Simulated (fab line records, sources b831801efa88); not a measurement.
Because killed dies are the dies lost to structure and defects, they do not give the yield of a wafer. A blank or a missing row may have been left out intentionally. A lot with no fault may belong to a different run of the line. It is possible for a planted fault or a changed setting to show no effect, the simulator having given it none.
fab line records / flow sky130 / part 2 of 2: steps 28 to 40 of 40
record lots=5 wafers=15 last-day=47
route steps=708 shown FIELD_ISO@3 NWELL@32 DNWELL@35
lots with no fault: from the same line, run without faults
start-h: the number of hours between the record's first day and the start of the first shown wafer of the lot / wait-h: time in hours since the lot's previous step / " same as the row above / L1.1+2: one row covering several wafers at once / - no value present, or no start provided / * or withheld: withheld / < > ~ a bound
route shown NAME@n: names a module that has steps shown in the file, with the first one's number in the route / usual: mean/standard deviation taken from wafers without a fault / same: alike in all rows / chamber/n: place in a boat / sites: readings site by site / _std_site: standard deviation of those values / _edge_site: the outer-site mean with the inner-site mean subtracted / radius-mm: for every site, how far away it sits from the centre of the wafer / mask NAME#n: copy n / behind: the tool/chamber that last shaped the wafer / hold: what put the lot on hold/how long, in hours/how the hold closed / device: which transistor (n, p or np) failed to switch / end of line: tests run on the same wafers once the route is complete / for a step that has no rows: nothing shown but its recipe / killed: count of dies lost to structure and defects at first sort (not the wafer's yield) / map: a wafer's dies, x killed, . not, _ none there
set.NAME: the setting the step ran with; set.NAME@STEP: the setting that earlier step ran with / model.NAME: the simulator's own value behind a step, which no gauge read
a table for each step, a row for each wafer; lots at some steps of the route
services: from which hour (start-h, from the record's first day; less than 0 if before it) a tool's chamber was out of use, for how many hours, and why
## steps
# step SKY_FIELD_ISO_WET_ETCH_29
# recipe chemistry=H3PO4 target-depth-nm=160 target=Si3N4 temp-c=160 time-s=1825
# usual bath-guard-temp-C=160.1/0.31
lot.wafer=L076.3 tool=wet-bench-02 chamber=1 start-h=48.76 wait-h=0.0 bath-guard-temp-C=160.1
lot.wafer=L076.4 tool=wet-bench-02 chamber=1 start-h=48.76 wait-h=0.0 bath-guard-temp-C=160.1
lot.wafer=L076.5 tool=wet-bench-02 chamber=1 start-h=48.76 wait-h=0.0 bath-guard-temp-C=160.2
lot.wafer=L078.1 tool=wet-bench-02 chamber=1 start-h=58.76 wait-h=0.0 bath-guard-temp-C=160.3
lot.wafer=L078.2 tool=wet-bench-02 chamber=1 start-h=58.76 wait-h=0.0 bath-guard-temp-C=160.3
lot.wafer=L078.4 tool=wet-bench-02 chamber=1 start-h=58.76 wait-h=0.0 bath-guard-temp-C=160.6
lot.wafer=L079.2 tool=wet-bench-01 chamber=2 start-h=63.01 wait-h=0.0 bath-guard-temp-C=160.1
lot.wafer=L079.4 tool=wet-bench-01 chamber=2 start-h=63.01 wait-h=0.0 bath-guard-temp-C=160.0
lot.wafer=L079.6 tool=wet-bench-01 chamber=2 start-h=63.01 wait-h=0.0 bath-guard-temp-C=160.6
lot.wafer=L080.1 tool=wet-bench-02 chamber=2 start-h=65.96 wait-h=0.0 bath-guard-temp-C=160.5
lot.wafer=L080.5 tool=wet-bench-02 chamber=2 start-h=65.96 wait-h=0.0 bath-guard-temp-C=160.6
lot.wafer=L080.6 tool=wet-bench-02 chamber=2 start-h=65.96 wait-h=0.0 bath-guard-temp-C=160.6
lot.wafer=L081.2 tool=wet-bench-01 chamber=1 start-h=73.01 wait-h=0.0 bath-guard-temp-C=159.9
lot.wafer=L081.4 tool=wet-bench-01 chamber=1 start-h=73.01 wait-h=0.0 bath-guard-temp-C=160.1
lot.wafer=L081.6 tool=wet-bench-01 chamber=1 start-h=73.01 wait-h=0.0 bath-guard-temp-C=160.3
# step SKY_FIELD_ISO_WET_ETCH_30
# recipe chemistry=dHF target-depth-nm=25 target=SiO2 dilution=10:1 temp-c=25 time-s=50
lot.wafer=L076.3+4+5 tool=wet-bench-01 chamber=0 start-h=49.32 wait-h=0.0
lot.wafer=L078.1+2+4 tool=wet-bench-01 chamber=1 start-h=59.28 wait-h=0.0
lot.wafer=L079.2+4+6 tool=wet-bench-02 chamber=0 start-h=63.53 wait-h=0.0
lot.wafer=L080.1+5+6 tool=wet-bench-01 chamber=2 start-h=66.47 wait-h=0.0
lot.wafer=L081.2+4+6 tool=wet-bench-01 chamber=3 start-h=73.57 wait-h=0.0
# step SKY_NWELL_CLEAN_00
# recipe chemistry=SC1/SC2 mix=1:4:20 temp-c=70 time-s=150 dry=n2-spin
# usual bath-guard-temp-C=70.2/0.34
lot.wafer=L076.3 tool=wet-bench-03 chamber=0 start-h=49.34 wait-h=0.0 bath-guard-temp-C=70.4
lot.wafer=L076.4 tool=wet-bench-03 chamber=0 start-h=49.34 wait-h=0.0 bath-guard-temp-C=70.5
lot.wafer=L076.5 tool=wet-bench-03 chamber=0 start-h=49.34 wait-h=0.0 bath-guard-temp-C=70.4
lot.wafer=L078.1 tool=wet-bench-03 chamber=2 start-h=59.30 wait-h=0.0 bath-guard-temp-C=69.7
lot.wafer=L078.2 tool=wet-bench-03 chamber=2 start-h=59.30 wait-h=0.0 bath-guard-temp-C=69.8
lot.wafer=L078.4 tool=wet-bench-03 chamber=2 start-h=59.30 wait-h=0.0 bath-guard-temp-C=69.4
lot.wafer=L079.2 tool=wet-bench-01 chamber=2 start-h=63.55 wait-h=0.0 bath-guard-temp-C=70.3
lot.wafer=L079.4 tool=wet-bench-01 chamber=2 start-h=63.55 wait-h=0.0 bath-guard-temp-C=70.5
lot.wafer=L079.6 tool=wet-bench-01 chamber=2 start-h=63.55 wait-h=0.0 bath-guard-temp-C=70.1
lot.wafer=L080.1 tool=wet-bench-02 chamber=2 start-h=66.49 wait-h=0.0 bath-guard-temp-C=70.3
lot.wafer=L080.5 tool=wet-bench-02 chamber=2 start-h=66.49 wait-h=0.0 bath-guard-temp-C=70.7
lot.wafer=L080.6 tool=wet-bench-02 chamber=2 start-h=66.49 wait-h=0.0 bath-guard-temp-C=70.6
lot.wafer=L081.2 tool=wet-bench-03 chamber=0 start-h=73.59 wait-h=0.0 bath-guard-temp-C=70.2
lot.wafer=L081.4 tool=wet-bench-03 chamber=0 start-h=73.59 wait-h=0.0 bath-guard-temp-C=70.2
lot.wafer=L081.6 tool=wet-bench-03 chamber=0 start-h=73.59 wait-h=0.0 bath-guard-temp-C=70.3
# step SKY_NWELL_OXIDATION_01
# recipe temp-c=900 ambient=O2 stabilise-s=600 purge-s=300 target-thk-a=100 ox-time-s=1363
# usual ox-temp-c-max=904.4/1.4
lot.wafer=L076.3 tool=furnace-01 chamber=0 start-h=51.36 wait-h=2.0 ox-temp-c-max=904.2
lot.wafer=L076.4 tool=furnace-01 chamber=0 start-h=51.36 wait-h=2.0 ox-temp-c-max=903.8
lot.wafer=L076.5 tool=furnace-01 chamber=0 start-h=51.36 wait-h=2.0 ox-temp-c-max=903.4
lot.wafer=L078.1 tool=furnace-01 chamber=0 start-h=59.87 wait-h=0.5 ox-temp-c-max=902.7
lot.wafer=L078.2 tool=furnace-01 chamber=0 start-h=59.87 wait-h=0.5 ox-temp-c-max=902.9
lot.wafer=L078.4 tool=furnace-01 chamber=0 start-h=59.87 wait-h=0.5 ox-temp-c-max=902.3
lot.wafer=L079.2 tool=furnace-01 chamber=0 start-h=63.94 wait-h=0.3 ox-temp-c-max=902.6
lot.wafer=L079.4 tool=furnace-01 chamber=0 start-h=63.94 wait-h=0.3 ox-temp-c-max=904.0
lot.wafer=L079.6 tool=furnace-01 chamber=0 start-h=63.94 wait-h=0.3 ox-temp-c-max=903.8
lot.wafer=L080.1 tool=furnace-02 chamber=0 start-h=67.05 wait-h=0.5 ox-temp-c-max=905.8
lot.wafer=L080.5 tool=furnace-02 chamber=0 start-h=67.05 wait-h=0.5 ox-temp-c-max=904.4
lot.wafer=L080.6 tool=furnace-02 chamber=0 start-h=67.05 wait-h=0.5 ox-temp-c-max=904.1
lot.wafer=L081.2 tool=furnace-01 chamber=0 start-h=73.65 wait-h=0.0 ox-temp-c-max=903.1
lot.wafer=L081.4 tool=furnace-01 chamber=0 start-h=73.65 wait-h=0.0 ox-temp-c-max=903.9
lot.wafer=L081.6 tool=furnace-01 chamber=0 start-h=73.65 wait-h=0.0 ox-temp-c-max=903.5
# step SKY_NWELL_THK_MEAS_02
# recipe reads=SiO2_of_NWELL_OXIDATION_01
# usual NWELL_OXIDATION_THK=9.75/0.19
lot.wafer=L076.3 tool=film-metro-02 chamber=- start-h=52.77 wait-h=0.0 NWELL_OXIDATION_THK[nm]=9.97
lot.wafer=L076.4 tool=film-metro-02 chamber=- start-h=52.77 wait-h=0.0 NWELL_OXIDATION_THK[nm]=9.97
lot.wafer=L076.5 tool=film-metro-02 chamber=- start-h=52.77 wait-h=0.0 NWELL_OXIDATION_THK[nm]=9.90
lot.wafer=L078.1 tool=film-metro-04 chamber=- start-h=61.26 wait-h=0.0 NWELL_OXIDATION_THK[nm]=9.64
lot.wafer=L078.2 tool=film-metro-04 chamber=- start-h=61.26 wait-h=0.0 NWELL_OXIDATION_THK[nm]=9.76
lot.wafer=L078.4 tool=film-metro-04 chamber=- start-h=61.26 wait-h=0.0 NWELL_OXIDATION_THK[nm]=9.68
lot.wafer=L079.2 tool=film-metro-03 chamber=- start-h=65.35 wait-h=0.0 NWELL_OXIDATION_THK[nm]=9.62
lot.wafer=L079.4 tool=film-metro-03 chamber=- start-h=65.35 wait-h=0.0 NWELL_OXIDATION_THK[nm]=9.76
lot.wafer=L079.6 tool=film-metro-03 chamber=- start-h=65.35 wait-h=0.0 NWELL_OXIDATION_THK[nm]=9.70
lot.wafer=L080.1 tool=film-metro-03 chamber=- start-h=68.44 wait-h=0.0 NWELL_OXIDATION_THK[nm]=10.05
lot.wafer=L080.5 tool=film-metro-03 chamber=- start-h=68.44 wait-h=0.0 NWELL_OXIDATION_THK[nm]=9.87
lot.wafer=L080.6 tool=film-metro-03 chamber=- start-h=68.44 wait-h=0.0 NWELL_OXIDATION_THK[nm]=9.80
lot.wafer=L081.2 tool=film-metro-02 chamber=- start-h=75.05 wait-h=0.0 NWELL_OXIDATION_THK[nm]=9.70
lot.wafer=L081.4 tool=film-metro-02 chamber=- start-h=75.05 wait-h=0.0 NWELL_OXIDATION_THK[nm]=9.62
lot.wafer=L081.6 tool=film-metro-02 chamber=- start-h=75.05 wait-h=0.0 NWELL_OXIDATION_THK[nm]=9.57
# step SKY_DNWELL_DEHYDRATE_00
# recipe temp-c=200 time-s=60
# usual heater-power-total-W=160.37/0.13
lot.wafer=L076.3 tool=litho-track-02 chamber=0 start-h=59.90 wait-h=7.1 heater-power-total-W=160.26
lot.wafer=L076.4 tool=litho-track-02 chamber=0 start-h=59.90 wait-h=7.1 heater-power-total-W=160.31
lot.wafer=L076.5 tool=litho-track-02 chamber=0 start-h=59.90 wait-h=7.1 heater-power-total-W=160.52
lot.wafer=L078.1 tool=litho-track-02 chamber=0 start-h=68.40 wait-h=7.1 heater-power-total-W=160.41
lot.wafer=L078.2 tool=litho-track-02 chamber=0 start-h=68.40 wait-h=7.1 heater-power-total-W=160.34
lot.wafer=L078.4 tool=litho-track-02 chamber=0 start-h=68.40 wait-h=7.1 heater-power-total-W=160.52
lot.wafer=L079.2 tool=litho-track-02 chamber=0 start-h=72.97 wait-h=7.6 heater-power-total-W=160.60
lot.wafer=L079.4 tool=litho-track-02 chamber=0 start-h=72.97 wait-h=7.6 heater-power-total-W=160.61
lot.wafer=L079.6 tool=litho-track-02 chamber=0 start-h=72.97 wait-h=7.6 heater-power-total-W=160.32
lot.wafer=L080.1 tool=litho-track-03 chamber=0 start-h=76.26 wait-h=7.8 heater-power-total-W=160.26
lot.wafer=L080.5 tool=litho-track-03 chamber=0 start-h=76.26 wait-h=7.8 heater-power-total-W=160.43
lot.wafer=L080.6 tool=litho-track-03 chamber=0 start-h=76.26 wait-h=7.8 heater-power-total-W=160.26
lot.wafer=L081.2 tool=litho-track-03 chamber=0 start-h=82.54 wait-h=7.5 heater-power-total-W=160.56
lot.wafer=L081.4 tool=litho-track-03 chamber=0 start-h=82.54 wait-h=7.5 heater-power-total-W=160.27
lot.wafer=L081.6 tool=litho-track-03 chamber=0 start-h=82.54 wait-h=7.5 heater-power-total-W=160.21
# step SKY_DNWELL_HMDS_01
# recipe prime-time-s=60 prime-temp-c=120
lot.wafer=L076.3+4+5 tool=litho-track-02 chamber=0 start-h=60.05 wait-h=0.1
lot.wafer=L078.1+2+4 tool=litho-track-02 chamber=0 start-h=68.55 wait-h=0.1
lot.wafer=L079.2+4+6 tool=litho-track-02 chamber=0 start-h=73.12 wait-h=0.1
lot.wafer=L080.1+5+6 tool=litho-track-03 chamber=0 start-h=76.41 wait-h=0.1
lot.wafer=L081.2+4+6 tool=litho-track-03 chamber=0 start-h=82.69 wait-h=0.1
# step SKY_DNWELL_COAT_02
# recipe spin-rpm=2000 resist-thk-nm=3000
# usual spin-speed-rpm=2000.0/1.2
lot.wafer=L076.3 tool=litho-track-02 chamber=0 start-h=60.20 wait-h=0.1 spin-speed-rpm=2002.0
lot.wafer=L076.4 tool=litho-track-02 chamber=0 start-h=60.20 wait-h=0.1 spin-speed-rpm=1998.2
lot.wafer=L076.5 tool=litho-track-02 chamber=0 start-h=60.20 wait-h=0.1 spin-speed-rpm=1999.4
lot.wafer=L078.1 tool=litho-track-02 chamber=0 start-h=68.70 wait-h=0.1 spin-speed-rpm=1999.2
lot.wafer=L078.2 tool=litho-track-02 chamber=0 start-h=68.70 wait-h=0.1 spin-speed-rpm=1998.8
lot.wafer=L078.4 tool=litho-track-02 chamber=0 start-h=68.70 wait-h=0.1 spin-speed-rpm=1999.6
lot.wafer=L079.2 tool=litho-track-02 chamber=0 start-h=73.27 wait-h=0.1 spin-speed-rpm=1998.2
lot.wafer=L079.4 tool=litho-track-02 chamber=0 start-h=73.27 wait-h=0.1 spin-speed-rpm=1998.0
lot.wafer=L079.6 tool=litho-track-02 chamber=0 start-h=73.27 wait-h=0.1 spin-speed-rpm=2000.1
lot.wafer=L080.1 tool=litho-track-03 chamber=0 start-h=76.56 wait-h=0.1 spin-speed-rpm=2002.8
lot.wafer=L080.5 tool=litho-track-03 chamber=0 start-h=76.56 wait-h=0.1 spin-speed-rpm=2001.0
lot.wafer=L080.6 tool=litho-track-03 chamber=0 start-h=76.56 wait-h=0.1 spin-speed-rpm=2000.9
lot.wafer=L081.2 tool=litho-track-03 chamber=0 start-h=82.84 wait-h=0.1 spin-speed-rpm=1999.8
lot.wafer=L081.4 tool=litho-track-03 chamber=0 start-h=82.84 wait-h=0.1 spin-speed-rpm=1999.9
lot.wafer=L081.6 tool=litho-track-03 chamber=0 start-h=82.84 wait-h=0.1 spin-speed-rpm=2000.2
# step SKY_DNWELL_SOFTBAKE_03
# recipe temp-c=110 time-s=withheld
# usual heater-power-total-W=65.32/0.13
lot.wafer=L076.3 tool=litho-track-02 chamber=0 start-h=60.37 wait-h=0.1 heater-power-total-W=65.23
lot.wafer=L076.4 tool=litho-track-02 chamber=0 start-h=60.37 wait-h=0.1 heater-power-total-W=65.28
lot.wafer=L076.5 tool=litho-track-02 chamber=0 start-h=60.37 wait-h=0.1 heater-power-total-W=65.23
lot.wafer=L078.1 tool=litho-track-02 chamber=0 start-h=68.85 wait-h=0.1 heater-power-total-W=65.51
lot.wafer=L078.2 tool=litho-track-02 chamber=0 start-h=68.85 wait-h=0.1 heater-power-total-W=65.43
lot.wafer=L078.4 tool=litho-track-02 chamber=0 start-h=68.85 wait-h=0.1 heater-power-total-W=65.29
lot.wafer=L079.2 tool=litho-track-02 chamber=0 start-h=73.43 wait-h=0.1 heater-power-total-W=65.40
lot.wafer=L079.4 tool=litho-track-02 chamber=0 start-h=73.43 wait-h=0.1 heater-power-total-W=65.21
lot.wafer=L079.6 tool=litho-track-02 chamber=0 start-h=73.43 wait-h=0.1 heater-power-total-W=65.17
lot.wafer=L080.1 tool=litho-track-03 chamber=0 start-h=76.71 wait-h=0.1 heater-power-total-W=65.13
lot.wafer=L080.5 tool=litho-track-03 chamber=0 start-h=76.71 wait-h=0.1 heater-power-total-W=65.56
lot.wafer=L080.6 tool=litho-track-03 chamber=0 start-h=76.71 wait-h=0.1 heater-power-total-W=65.28
lot.wafer=L081.2 tool=litho-track-03 chamber=0 start-h=83.00 wait-h=0.1 heater-power-total-W=65.32
lot.wafer=L081.4 tool=litho-track-03 chamber=0 start-h=83.00 wait-h=0.1 heater-power-total-W=65.41
lot.wafer=L081.6 tool=litho-track-03 chamber=0 start-h=83.00 wait-h=0.1 heater-power-total-W=65.43
# step SKY_DNWELL_EXPOSE_04
# recipe mask-id=DNM na=0.57 target-cd-nm=3000 dose-mj=222
lot.wafer=L076.3+4+5 tool=iline-stepper-02 chamber=0 start-h=- wait-h=- mask=DNM#0
lot.wafer=L078.1+2+4 tool=iline-stepper-02 chamber=0 start-h=- wait-h=- mask=DNM#0
lot.wafer=L079.2+4+6 tool=iline-stepper-01 chamber=0 start-h=- wait-h=- mask=DNM#0
lot.wafer=L080.1+5+6 tool=iline-stepper-01 chamber=0 start-h=- wait-h=- mask=DNM#0
lot.wafer=L081.2+4+6 tool=iline-stepper-02 chamber=0 start-h=- wait-h=- mask=DNM#0
# step SKY_DNWELL_PEB_05
# recipe temp-c=115 time-s=withheld
# usual heater-power-total-W=69.31/0.13
lot.wafer=L076.3 tool=litho-track-02 chamber=0 start-h=- wait-h=- heater-power-total-W=69.40
lot.wafer=L076.4 tool=litho-track-02 chamber=0 start-h=- wait-h=- heater-power-total-W=69.52
lot.wafer=L076.5 tool=litho-track-02 chamber=0 start-h=- wait-h=- heater-power-total-W=69.34
lot.wafer=L078.1 tool=litho-track-01 chamber=0 start-h=- wait-h=- heater-power-total-W=69.14
lot.wafer=L078.2 tool=litho-track-01 chamber=0 start-h=- wait-h=- heater-power-total-W=69.40
lot.wafer=L078.4 tool=litho-track-01 chamber=0 start-h=- wait-h=- heater-power-total-W=69.34
lot.wafer=L079.2 tool=litho-track-02 chamber=0 start-h=- wait-h=- heater-power-total-W=69.41
lot.wafer=L079.4 tool=litho-track-02 chamber=0 start-h=- wait-h=- heater-power-total-W=69.34
lot.wafer=L079.6 tool=litho-track-02 chamber=0 start-h=- wait-h=- heater-power-total-W=69.13
lot.wafer=L080.1 tool=litho-track-01 chamber=0 start-h=- wait-h=- heater-power-total-W=69.48
lot.wafer=L080.5 tool=litho-track-01 chamber=0 start-h=- wait-h=- heater-power-total-W=69.27
lot.wafer=L080.6 tool=litho-track-01 chamber=0 start-h=- wait-h=- heater-power-total-W=69.49
lot.wafer=L081.2 tool=litho-track-02 chamber=0 start-h=- wait-h=- heater-power-total-W=69.31
lot.wafer=L081.4 tool=litho-track-02 chamber=0 start-h=- wait-h=- heater-power-total-W=69.30
lot.wafer=L081.6 tool=litho-track-02 chamber=0 start-h=- wait-h=- heater-power-total-W=69.36
# step SKY_DNWELL_DEVELOP_06
# recipe wall-angle-deg=90 developer=TMAH develop-time-s=60 dev-temp-c=23
lot.wafer=L076.3+4+5 tool=litho-track-02 chamber=0 start-h=- wait-h=-
lot.wafer=L078.1+2+4 tool=litho-track-01 chamber=0 start-h=- wait-h=-
lot.wafer=L079.2+4+6 tool=litho-track-02 chamber=0 start-h=- wait-h=-
lot.wafer=L080.1+5+6 tool=litho-track-01 chamber=0 start-h=- wait-h=-
lot.wafer=L081.2+4+6 tool=litho-track-02 chamber=0 start-h=- wait-h=-
# step SKY_DNWELL_IMPLANT_07
# recipe species=P energy-kev=withheld dose-cm2=withheld tilt-deg=withheld
lot.wafer=L076.3+4+5 tool=implanter-03 chamber=0 start-h=68.10 wait-h=-
lot.wafer=L078.1+2+4 tool=implanter-03 chamber=0 start-h=77.43 wait-h=-
lot.wafer=L079.2+4+6 tool=implanter-02 chamber=0 start-h=81.77 wait-h=-
lot.wafer=L080.1+5+6 tool=implanter-03 chamber=0 start-h=84.73 wait-h=-
lot.wafer=L081.2+4+6 tool=implanter-01 chamber=0 start-h=91.17 wait-h=-
## services
tool=rie-diel-04 chamber=- start-h=6.76 hours=2.8 kind=pm
tool=cmp-01 chamber=- start-h=7.80 hours=3.9 kind=pm
tool=rie-diel-01 chamber=0 start-h=9.95 hours=4.2 kind=repair
tool=implanter-03 chamber=- start-h=10.72 hours=1.6 kind=repair
tool=plasma-asher-04 chamber=- start-h=12.78 hours=0.6 kind=repair
tool=rie-si-02 chamber=- start-h=17.62 hours=0.3 kind=repair
tool=krf-scanner-01 chamber=- start-h=17.66 hours=1.9 kind=repair
tool=furnace-01 chamber=- start-h=25.41 hours=13.2 kind=pm
tool=hdpcvd-01 chamber=- start-h=28.55 hours=1.1 kind=repair
tool=wet-bench-03 chamber=- start-h=28.77 hours=2.9 kind=repair
tool=lpcvd-02 chamber=- start-h=31.22 hours=1.3 kind=repair
tool=krf-scanner-01 chamber=- start-h=31.50 hours=0.1 kind=repair
tool=cmp-01 chamber=- start-h=36.79 hours=2.0 kind=repair
tool=krf-scanner-01 chamber=- start-h=38.86 hours=0.9 kind=repair
tool=implanter-03 chamber=- start-h=42.29 hours=2.4 kind=pm
tool=plasma-asher-02 chamber=- start-h=49.31 hours=3.9 kind=repair
tool=plasma-asher-02 chamber=- start-h=51.32 hours=2.6 kind=repair
tool=iline-stepper-01 chamber=- start-h=54.29 hours=2.4 kind=repair
tool=wet-bench-03 chamber=- start-h=60.94 hours=7.9 kind=repair
tool=krf-scanner-02 chamber=- start-h=63.34 hours=4.4 kind=pm
tool=wet-bench-01 chamber=- start-h=70.37 hours=0.9 kind=repair
tool=iline-stepper-02 chamber=- start-h=79.43 hours=1.7 kind=pm
tool=implanter-03 chamber=- start-h=80.14 hours=1.4 kind=repair
tool=furnace-02 chamber=- start-h=86.18 hours=3.6 kind=pm
